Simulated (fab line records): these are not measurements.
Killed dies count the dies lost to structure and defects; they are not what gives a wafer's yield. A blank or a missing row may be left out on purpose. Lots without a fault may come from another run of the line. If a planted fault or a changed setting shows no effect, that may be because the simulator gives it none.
fab line records    flow gf180mcu    part 1 of 2: steps 1 to 24 of 34
record: lots: 5  wafers: 15  lastDay: 33
route steps=602 shown HV_LDD@204 NSD@235
lots that met no fault: from a run of the same line without faults
startH: the number of hours between the record's first day and the start of the first shown wafer of the lot    waitH: hours elapsed since this lot's preceding step    " same as the row above    L1.1+2: a single row standing in for several wafers    - no value, or no start was given    * or withheld: withheld    < > ~ a bound
route shown NAME@n: NAME is a module with steps in the file, n the number in the route of the first one    usual: mean/standard deviation taken from wafers without a fault    same: alike in all rows    chamber/n: place in a boat    sites: per-site readings    _std_site: standard deviation across them    _edge_site: outer sites' mean less inner sites'    radiusMm: how far each site lies from the wafer's centre    mask NAME#n: copy n    behind: the last tool/chamber to shape the wafer    hold: why the lot was held/for how many hours/how that ended    device: names the non-switching transistor (n, p or np)    end of line: at the end of the route, the tests of the same wafers    where a step has no rows: the recipe by itself    killed: count of dies lost to structure and defects at first sort (not the wafer's yield)    map: the dies of a wafer, with x for killed, . for not killed, _ for no die there
set.NAME: the setting the step ran with; set.NAME@STEP: the setting that earlier step ran with    model.NAME: the simulator's own value behind a step, which no gauge read
lots seen at some steps along the route; tables by step, rows by wafer
services: the hour from which a tool's chamber was out of use, counted from the record's first day as startH (under 0 if before that day), plus the number of hours and why
== steps ==
step: GF_HV_LDD_EXPOSE_28
recipe: maskId: Nplus_HV_AREA  targetCdNm: 400  na: 0.6  sourceShape: conventional  sigmaOuter: 0.6  doseMj: 140
usual: focusOffsetNm: 0.0/0.52
lot.wafer  tool             chamber  startH  waitH  mask             focusOffsetNm
L079.1     ilineStepper-01  0        -       -      Nplus_HV_AREA#0  -0.4
L079.4     "                0        "       "      Nplus_HV_AREA#0  0.0
L079.6     "                0        "       "      Nplus_HV_AREA#0  -1.0
L082.1     ilineStepper-02  0        -       -      Nplus_HV_AREA#0  0.0
L082.3     "                0        "       "      Nplus_HV_AREA#0  0.2
L082.4     "                0        "       "      Nplus_HV_AREA#0  -0.1
L084.3     ilineStepper-02  0        -       -      Nplus_HV_AREA#0  -0.1
L084.4     "                0        "       "      Nplus_HV_AREA#0  -0.2
L084.6     "                0        "       "      Nplus_HV_AREA#0  -0.5
L091.3     ilineStepper-01  0        -       -      Nplus_HV_AREA#0  -0.6
L091.4     "                0        "       "      Nplus_HV_AREA#0  -0.3
L091.6     "                0        "       "      Nplus_HV_AREA#0  -0.1
L094.1     ilineStepper-01  0        -       -      Nplus_HV_AREA#0  -0.2
L094.2     "                0        "       "      Nplus_HV_AREA#0  -0.6
L094.6     "                0        "       "      Nplus_HV_AREA#0  -0.9
step: GF_HV_LDD_PEB_29
recipe: tempC: withheld  timeS: *  resist: NOVOLAK
lot.wafer   tool           chamber  startH  waitH
L079.1+4+6  lithoTrack-03  0        -       -
L082.1+3+4  lithoTrack-03  0        -       -
L084.3+4+6  lithoTrack-02  0        -       -
L091.3+4+6  lithoTrack-03  0        -       -
L094.1+2+6  lithoTrack-02  0        -       -
step: GF_HV_LDD_DEVELOP_30
recipe: developTimeS: 60  devTempC: 23
lot.wafer   tool           chamber  startH  waitH
L079.1+4+6  lithoTrack-03  0        293.14  0.1
L082.1+3+4  lithoTrack-03  0        315.14  0.1
L084.3+4+6  lithoTrack-02  0        333.89  0.1
L091.3+4+6  lithoTrack-03  0        384.34  0.1
L094.1+2+6  lithoTrack-02  0        404.14  0.1
step: GF_HV_LDD_CD_MEAS_31
recipe: targetCdNm: 400
usual: cdNm: 399.2/2.2
lot.wafer  tool      chamber  startH  waitH  cdNm
L079.1     cdSem-02  -        293.29  0.1    400.1
L079.4     "         -        "       "      398.9
L079.6     "         -        "       "      402.1
L082.1     cdSem-02  -        315.29  0.1    400.4
L082.3     "         -        "       "      401.0
L082.4     "         -        "       "      398.2
L084.3     cdSem-02  -        334.03  0.1    400.1
L084.4     "         -        "       "      402.8
L084.6     "         -        "       "      399.3
L091.3     cdSem-01  -        384.48  0.1    397.7
L091.4     "         -        "       "      399.7
L091.6     "         -        "       "      400.2
L094.1     cdSem-01  -        404.29  0.1    401.3
L094.2     "         -        "       "      399.1
L094.6     "         -        "       "      398.5
step: GF_HV_LDD_OVL_MEAS_32
usual: HV_LDD_02_OVL: 0.2/1.6
lot.wafer  tool        chamber  startH  waitH  HV_LDD_02_OVL[nm]
L079.1     overlay-01  -        293.41  0.1    3.4
L079.4     "           -        "       "      2.3
L079.6     "           -        "       "      2.6
L082.1     overlay-01  -        315.41  0.1    -0.4
L082.3     "           -        "       "      -0.7
L082.4     "           -        "       "      0.1
L084.3     overlay-01  -        334.12  0.1    2.7
L084.4     "           -        "       "      1.2
L084.6     "           -        "       "      1.5
L091.3     overlay-02  -        384.57  0.1    1.5
L091.4     "           -        "       "      0.3
L091.6     "           -        "       "      2.1
L094.1     overlay-01  -        404.41  0.1    1.6
L094.2     "           -        "       "      1.5
L094.6     "           -        "       "      1.8
step: GF_HV_LDD_IMPLANT_33
recipe: species: P  energyKev: 60  doseCm2: 7.5e+12  tiltDeg: 30  rotationDeg: 0
usual: doseIonsCm2: 7.5e+12/7.9e+09  endStationPressureTorr: 5.08e-06/2.7e-07  tiltDeg: 30.003/0.021
lot.wafer  tool          chamber  startH  waitH  doseIonsCm2  endStationPressureTorr  tiltDeg
L079.1     implanter-01  0        293.45  0.0    7.514e+12    4.95e-06                29.980
L079.4     "             0        "       "      7.502e+12    4.98e-06                29.997
L079.6     "             0        "       "      7.488e+12    5.32e-06                30.012
L082.1     implanter-03  0        315.45  0.0    7.493e+12    4.91e-06                29.998
L082.3     "             0        "       "      7.511e+12    5.14e-06                29.997
L082.4     "             0        "       "      7.505e+12    5.37e-06                29.975
L084.3     implanter-03  0        334.19  0.1    7.505e+12    5.41e-06                29.971
L084.4     "             0        "       "      7.492e+12    5.4e-06                 29.996
L084.6     "             0        "       "      7.501e+12    4.91e-06                30.014
L091.3     implanter-02  0        384.65  0.1    7.484e+12    4.97e-06                30.005
L091.4     "             0        "       "      7.504e+12    5.37e-06                30.001
L091.6     "             0        "       "      7.498e+12    4.92e-06                30.010
L094.1     implanter-02  0        404.44  0.0    7.498e+12    5.21e-06                30.005
L094.2     "             0        "       "      7.494e+12    4.98e-06                30.005
L094.6     "             0        "       "      7.492e+12    5.28e-06                30.046
step: GF_HV_LDD_IMPLANT_34
recipe: species: P  energyKev: 60  doseCm2: 7.5e+12  tiltDeg: 30  rotationDeg: 90
usual: doseIonsCm2: 7.499e+12/7.4e+09  endStationPressureTorr: 5e-06/2.7e-07  tiltDeg: 29.994/0.019
lot.wafer  tool          chamber  startH  waitH  doseIonsCm2  endStationPressureTorr  tiltDeg
L079.1     implanter-01  0        293.60  0.1    7.501e+12    5.14e-06                30.012
L079.4     "             0        "       "      7.498e+12    5.16e-06                30.013
L079.6     "             0        "       "      7.503e+12    4.87e-06                29.996
L082.1     implanter-03  0        315.60  0.1    7.506e+12    5.33e-06                29.985
L082.3     "             0        "       "      7.493e+12    4.95e-06                29.982
L082.4     "             0        "       "      7.498e+12    4.79e-06                29.986
L084.3     implanter-03  0        334.34  0.1    7.494e+12    4.71e-06                29.962
L084.4     "             0        "       "      7.5e+12      4.86e-06                30.013
L084.6     "             0        "       "      7.504e+12    5.07e-06                29.978
L091.3     implanter-02  0        384.80  0.1    7.508e+12    5.12e-06                30.004
L091.4     "             0        "       "      7.512e+12    5.12e-06                30.008
L091.6     "             0        "       "      7.517e+12    4.96e-06                29.992
L094.1     implanter-02  0        404.59  0.1    7.505e+12    4.73e-06                29.996
L094.2     "             0        "       "      7.495e+12    5.72e-06                30.008
L094.6     "             0        "       "      7.497e+12    4.81e-06                29.993
step: GF_HV_LDD_IMPLANT_35
recipe: species: P  energyKev: 60  doseCm2: 7.5e+12  tiltDeg: 30  rotationDeg: 180
usual: doseIonsCm2: 7.498e+12/9e+09  endStationPressureTorr: 5.01e-06/2.5e-07  tiltDeg: 30.003/0.021
lot.wafer  tool          chamber  startH  waitH  doseIonsCm2  endStationPressureTorr  tiltDeg
L079.1     implanter-01  0        293.75  0.1    7.491e+12    4.8e-06                 30.022
L079.4     "             0        "       "      7.488e+12    4.79e-06                29.987
L079.6     "             0        "       "      7.497e+12    4.67e-06                30.017
L082.1     implanter-03  0        315.75  0.1    7.503e+12    5.08e-06                30.015
L082.3     "             0        "       "      7.51e+12     4.57e-06                29.998
L082.4     "             0        "       "      7.494e+12    5.14e-06                30.043
L084.3     implanter-03  0        334.49  0.1    7.495e+12    5.11e-06                30.007
L084.4     "             0        "       "      7.495e+12    5.06e-06                30.006
L084.6     "             0        "       "      7.499e+12    5.16e-06                29.979
L091.3     implanter-02  0        384.95  0.1    7.497e+12    5.29e-06                30.035
L091.4     "             0        "       "      7.518e+12    4.78e-06                29.992
L091.6     "             0        "       "      7.481e+12    5.14e-06                30.015
L094.1     implanter-02  0        404.74  0.1    7.505e+12    5.2e-06                 30.020
L094.2     "             0        "       "      7.485e+12    4.42e-06                29.999
L094.6     "             0        "       "      7.494e+12    5.07e-06                30.050
step: GF_HV_LDD_IMPLANT_36
recipe: species: P  energyKev: 60  doseCm2: 7.5e+12  tiltDeg: 30  rotationDeg: 270
usual: doseIonsCm2: 7.499e+12/8e+09  endStationPressureTorr: 5.03e-06/2.6e-07  tiltDeg: 29.997/0.021
lot.wafer  tool          chamber  startH  waitH  doseIonsCm2  endStationPressureTorr  tiltDeg
L079.1     implanter-01  0        293.90  0.1    7.493e+12    4.77e-06                30.017
L079.4     "             0        "       "      7.487e+12    4.85e-06                30.010
L079.6     "             0        "       "      7.501e+12    4.61e-06                29.971
L082.1     implanter-03  0        315.90  0.1    7.502e+12    4.81e-06                29.987
L082.3     "             0        "       "      7.511e+12    4.66e-06                29.984
L082.4     "             0        "       "      7.492e+12    4.9e-06                 29.991
L084.3     implanter-03  0        334.64  0.1    7.499e+12    4.93e-06                30.011
L084.4     "             0        "       "      7.497e+12    4.9e-06                 29.987
L084.6     "             0        "       "      7.492e+12    4.9e-06                 30.018
L091.3     implanter-02  0        385.10  0.1    7.484e+12    4.78e-06                30.018
L091.4     "             0        "       "      7.493e+12    5.24e-06                30.015
L091.6     "             0        "       "      7.491e+12    5.32e-06                30.021
L094.1     implanter-02  0        404.89  0.1    7.504e+12    4.73e-06                29.973
L094.2     "             0        "       "      7.499e+12    5.31e-06                30.001
L094.6     "             0        "       "      7.497e+12    5.23e-06                30.004
step: GF_HV_LDD_STRIP_37
recipe: chemistry: O2/N2  powerW: 1400  pressureMtorr: 1500  platenTempC: 250  o2FlowSccm: 3000  n2FlowSccm: 300  overashFraction: 0.5
usual: drypumpMotorCurrentA: 5.8/0.49  heaterPowerW: 330/44  oesProductAu: 0.716/0.0045  platenTempC: 250.01/0.17  stripTimeToEndpointS: 12.624/0.028
lot.wafer  tool            chamber  startH  waitH  drypumpMotorCurrentA  heaterPowerW  oesProductAu  platenTempC  rfHoursCounterH  stripTimeToEndpointS
L079.1     plasmaAsher-04  1        294.05  0.1    5.3                   294           0.715         249.99       20               12.644
L079.4     "               0        "       "      5.4                   282           0.720         249.97       -                12.657
L079.6     "               1        "       "      5.3                   287           0.714         250.04       -                12.621
L082.1     plasmaAsher-03  0        316.05  0.1    6.5                   397           0.719         250.16       63               12.647
L082.3     "               1        "       "      5.4                   323           0.717         250.04       -                12.644
L082.4     "               0        "       "      6.5                   382           0.714         249.98       -                12.626
L084.3     plasmaAsher-04  0        334.78  0.1    5.4                   284           0.716         250.03       -                12.639
L084.4     "               1        "       "      5.3                   290           0.725         250.00       -                12.633
L084.6     "               0        "       "      5.5                   287           0.715         250.03       -                12.653
L091.3     plasmaAsher-04  1        385.23  0.1    5.3                   290           0.715         250.13       -                12.604
L091.4     "               0        "       "      5.4                   282           0.719         249.95       -                12.609
L091.6     "               1        "       "      5.3                   286           0.710         250.22       -                12.608
L094.1     plasmaAsher-03  0        405.04  0.1    6.5                   380           0.722         250.16       72               12.583
L094.2     "               1        "       "      5.4                   328           0.715         249.91       72               12.641
L094.6     "               0        "       "      6.5                   381           0.718         250.33       -                12.621
step: GF_HV_LDD_TW_MEAS_38
usual: HV_LDD_3_TW: 1422/8.1
lot.wafer  tool          chamber  startH  waitH  HV_LDD_3_TW
L079.1     filmMetro-02  -        294.15  0.1    1415
L079.4     "             -        "       "      1424
L079.6     "             -        "       "      1427
L082.1     filmMetro-02  -        316.23  0.1    1423
L082.3     "             -        "       "      1410
L082.4     "             -        "       "      1423
L084.3     filmMetro-02  -        334.86  0.1    1416
L084.4     "             -        "       "      1417
L084.6     "             -        "       "      1416
L091.3     filmMetro-02  -        385.32  0.1    1436
L091.4     "             -        "       "      1429
L091.6     "             -        "       "      1431
L094.1     filmMetro-04  -        405.14  0.1    1404
L094.2     "             -        "       "      1407
L094.6     "             -        "       "      1406
step: GF_HV_LDD_DEHYDRATE_39
recipe: tempC: 200  timeS: 60
lot.wafer   tool           chamber  startH  waitH
L079.1+4+6  lithoTrack-02  0        303.94  9.8
L082.1+3+4  lithoTrack-02  0        325.84  9.6
L084.3+4+6  lithoTrack-03  0        344.44  9.6
L091.3+4+6  lithoTrack-01  0        395.90  10.6
L094.1+2+6  lithoTrack-02  0        416.89  11.7
step: GF_HV_LDD_HMDS_40
recipe: primeTimeS: 60  primeTempC: 120
lot.wafer   tool           chamber  startH  waitH
L079.1+4+6  lithoTrack-02  0        304.09  0.1
L082.1+3+4  lithoTrack-02  0        325.99  0.1
L084.3+4+6  lithoTrack-03  0        344.59  0.1
L091.3+4+6  lithoTrack-01  0        396.05  0.1
L094.1+2+6  lithoTrack-02  0        417.04  0.1
step: GF_HV_LDD_COAT_41
recipe: resist: NOVOLAK  spinRpm: 3000  resistThkNm: 1000
lot.wafer   tool           chamber  startH  waitH
L079.1+4+6  lithoTrack-02  0        304.24  0.1
L082.1+3+4  lithoTrack-02  0        326.14  0.1
L084.3+4+6  lithoTrack-03  0        344.74  0.1
L091.3+4+6  lithoTrack-01  0        396.20  0.1
L094.1+2+6  lithoTrack-02  0        417.19  0.1
step: GF_HV_LDD_SOFTBAKE_42
recipe: tempC: 90  timeS: 60  resist: NOVOLAK
lot.wafer   tool           chamber  startH  waitH
L079.1+4+6  lithoTrack-02  0        304.39  0.1
L082.1+3+4  lithoTrack-02  0        326.29  0.1
L084.3+4+6  lithoTrack-03  0        344.89  0.1
L091.3+4+6  lithoTrack-01  0        396.35  0.1
L094.1+2+6  lithoTrack-02  0        417.34  0.1
step: GF_HV_LDD_EXPOSE_43
recipe: maskId: Pplus_HV_AREA  targetCdNm: 400  na: 0.6  sourceShape: conventional  sigmaOuter: 0.6  doseMj: 140
usual: focusOffsetNm: 0.0/0.52
lot.wafer  tool             chamber  startH  waitH  mask             focusOffsetNm
L079.1     ilineStepper-02  0        -       -      Pplus_HV_AREA#0  -0.4
L079.4     "                0        "       "      Pplus_HV_AREA#0  -0.4
L079.6     "                0        "       "      Pplus_HV_AREA#0  0.6
L082.1     ilineStepper-01  0        -       -      Pplus_HV_AREA#0  -0.1
L082.3     "                0        "       "      Pplus_HV_AREA#0  -0.4
L082.4     "                0        "       "      Pplus_HV_AREA#0  -0.3
L084.3     ilineStepper-02  0        -       -      Pplus_HV_AREA#0  0.1
L084.4     "                0        "       "      Pplus_HV_AREA#0  -0.7
L084.6     "                0        "       "      Pplus_HV_AREA#0  0.3
L091.3     ilineStepper-02  0        -       -      Pplus_HV_AREA#0  -0.5
L091.4     "                0        "       "      Pplus_HV_AREA#0  0.0
L091.6     "                0        "       "      Pplus_HV_AREA#0  -0.2
L094.1     ilineStepper-02  0        -       -      Pplus_HV_AREA#0  -0.8
L094.2     "                0        "       "      Pplus_HV_AREA#0  -0.5
L094.6     "                0        "       "      Pplus_HV_AREA#0  -1.0
step: GF_HV_LDD_PEB_44
recipe: tempC: withheld  timeS: *  resist: NOVOLAK
lot.wafer   tool           chamber  startH  waitH
L079.1+4+6  lithoTrack-02  0        -       -
L082.1+3+4  lithoTrack-01  0        -       -
L084.3+4+6  lithoTrack-01  0        -       -
L091.3+4+6  lithoTrack-03  0        -       -
L094.1+2+6  lithoTrack-01  0        -       -
step: GF_HV_LDD_DEVELOP_45
recipe: developTimeS: 60  devTempC: 23
lot.wafer   tool           chamber  startH  waitH
L079.1+4+6  lithoTrack-02  0        314.44  0.1
L082.1+3+4  lithoTrack-01  0        336.55  0.1
L084.3+4+6  lithoTrack-01  0        355.95  0.1
L091.3+4+6  lithoTrack-03  0        408.14  0.1
L094.1+2+6  lithoTrack-01  0        428.50  0.1
step: GF_HV_LDD_CD_MEAS_46
recipe: targetCdNm: 400
usual: cdNm: 399.3/2.6
lot.wafer  tool      chamber  startH  waitH  cdNm
L079.1     cdSem-02  -        314.59  0.1    404.0
L079.4     "         -        "       "      402.8
L079.6     "         -        "       "      403.4
L082.1     cdSem-02  -        336.70  0.1    401.6
L082.3     "         -        "       "      400.9
L082.4     "         -        "       "      402.7
L084.3     cdSem-01  -        356.09  0.1    398.0
L084.4     "         -        "       "      397.9
L084.6     "         -        "       "      397.6
L091.3     cdSem-01  -        408.28  0.1    401.7
L091.4     "         -        "       "      400.6
L091.6     "         -        "       "      401.8
L094.1     cdSem-02  -        428.65  0.1    397.1
L094.2     "         -        "       "      395.2
L094.6     "         -        "       "      397.4
step: GF_HV_LDD_OVL_MEAS_47
usual: HV_LDD_03_OVL: 0.4/1.4
lot.wafer  tool        chamber  startH  waitH  HV_LDD_03_OVL[nm]
L079.1     overlay-01  -        314.71  0.1    1.8
L079.4     "           -        "       "      1.9
L079.6     "           -        "       "      1.9
L082.1     overlay-02  -        336.82  0.1    -1.0
L082.3     "           -        "       "      -1.6
L082.4     "           -        "       "      -2.0
L084.3     overlay-01  -        356.19  0.1    -0.7
L084.4     "           -        "       "      1.4
L084.6     "           -        "       "      0.8
L091.3     overlay-02  -        408.37  0.1    1.1
L091.4     "           -        "       "      0.8
L091.6     "           -        "       "      0.7
L094.1     overlay-01  -        428.77  0.1    -0.1
L094.2     "           -        "       "      0.3
L094.6     "           -        "       "      0.5
step: GF_HV_LDD_IMPLANT_48
recipe: species: B  energyKev: 25  doseCm2: 3e+13  tiltDeg: 7
usual: doseIonsCm2: 3.0005e+13/3e+10  endStationPressureTorr: 5.14e-06/2.7e-07  tiltDeg: 7.002/0.017
lot.wafer  tool          chamber  startH  waitH  doseIonsCm2  endStationPressureTorr  tiltDeg
L079.1     implanter-03  0        314.74  0.0    3.0027e+13   4.88e-06                7.021
L079.4     "             0        "       "      2.9998e+13   5.15e-06                6.993
L079.6     "             0        "       "      2.9978e+13   5.14e-06                7.021
L082.1     implanter-02  0        336.86  0.0    2.9986e+13   4.8e-06                 7.027
L082.3     "             0        "       "      2.9989e+13   4.74e-06                7.020
L082.4     "             0        "       "      3.0002e+13   5.2e-06                 6.983
L084.3     implanter-03  0        356.26  0.1    3.0025e+13   5.54e-06                6.977
L084.4     "             0        "       "      3.0061e+13   5.11e-06                7.030
L084.6     "             0        "       "      3.0018e+13   5.27e-06                6.977
L091.3     implanter-03  0        408.45  0.1    2.9977e+13   4.51e-06                6.996
L091.4     "             0        "       "      3.0038e+13   5.42e-06                7.008
L091.6     "             0        "       "      3.0015e+13   5e-06                   7.016
L094.1     implanter-01  0        428.81  0.0    2.9999e+13   4.78e-06                7.010
L094.2     "             0        "       "      2.9969e+13   5.43e-06                7.011
L094.6     "             0        "       "      3.0015e+13   5.04e-06                6.991
step: GF_HV_LDD_STRIP_49
recipe: chemistry: O2/N2  powerW: 1400  pressureMtorr: 1500  platenTempC: 250  o2FlowSccm: 3000  n2FlowSccm: 300  overashFraction: 0.5
usual: drypumpMotorCurrentA: 5.8/0.49  heaterPowerW: 337/44  oesProductAu: 0.716/0.0046  platenTempC: 250.01/0.17  stripTimeToEndpointS: 12.63/0.032
lot.wafer  tool            chamber  startH  waitH  drypumpMotorCurrentA  heaterPowerW  oesProductAu  platenTempC  rfHoursCounterH  stripTimeToEndpointS
L079.1     plasmaAsher-04  1        314.89  0.1    5.3                   290           0.720         250.06       22               12.63
L079.4     "               0        "       "      5.4                   282           0.721         250.02       -                12.63
L079.6     "               1        "       "      5.3                   280           0.715         250.06       -                12.66
L082.1     plasmaAsher-02  1        337.01  0.1    5.6                   329           0.725         249.83       68               12.64
L082.3     "               1        "       "      5.6                   316           0.721         249.95       -                12.59
L082.4     "               0        "       "      6.4                   409           0.709         250.28       -                12.63
L084.3     plasmaAsher-03  0        356.39  0.1    6.5                   396           0.722         249.84       -                12.62
L084.4     "               1        "       "      5.4                   315           0.710         250.15       -                12.66
L084.6     "               0        "       "      6.5                   377           0.720         249.82       -                12.68
L091.3     plasmaAsher-03  1        408.58  0.1    5.5                   323           0.723         250.04       -                12.62
L091.4     "               0        "       "      6.5                   384           0.711         250.41       -                12.58
L091.6     "               1        "       "      5.5                   329           0.717         249.62       -                12.64
L094.1     plasmaAsher-03  0        428.96  0.1    6.5                   385           0.723         250.20       74               12.57
L094.2     "               1        "       "      5.4                   317           0.724         249.91       74               12.53
L094.6     "               1        "       "      5.4                   325           0.715         250.00       -                12.55
step: GF_HV_LDD_TW_MEAS_50
usual: HV_LDD_4_TW: 563.3/2.9
lot.wafer  tool          chamber  startH  waitH  HV_LDD_4_TW
L079.1     filmMetro-02  -        314.99  0.1    560.3
L079.4     "             -        "       "      562.9
L079.6     "             -        "       "      560.7
L082.1     filmMetro-02  -        337.17  0.1    562.5
L082.3     "             -        "       "      565.8
L082.4     "             -        "       "      566.3
L084.3     filmMetro-04  -        356.48  0.1    562.1
L084.4     "             -        "       "      563.2
L084.6     "             -        "       "      554.8
L091.3     filmMetro-02  -        408.67  0.1    566.8
L091.4     "             -        "       "      564.2
L091.6     "             -        "       "      563.4
L094.1     filmMetro-03  -        429.06  0.1    569.9
L094.2     "             -        "       "      569.2
L094.6     "             -        "       "      565.1
step: GF_HV_LDD_CLEAN_51
recipe: chemistry: SC1/SC2  mix: 1:4:20  tempC: 70  timeS: 150  dry: n2Spin
lot.wafer   tool         chamber  startH  waitH
L079.1+4+6  wetBench-04  0        315.05  0.1
L082.1+3+4  wetBench-01  3        337.23  0.1
L084.3+4+6  wetBench-01  1        356.52  0.0
L091.3+4+6  wetBench-01  0        408.71  0.0
L094.1+2+6  wetBench-03  3        429.12  0.1
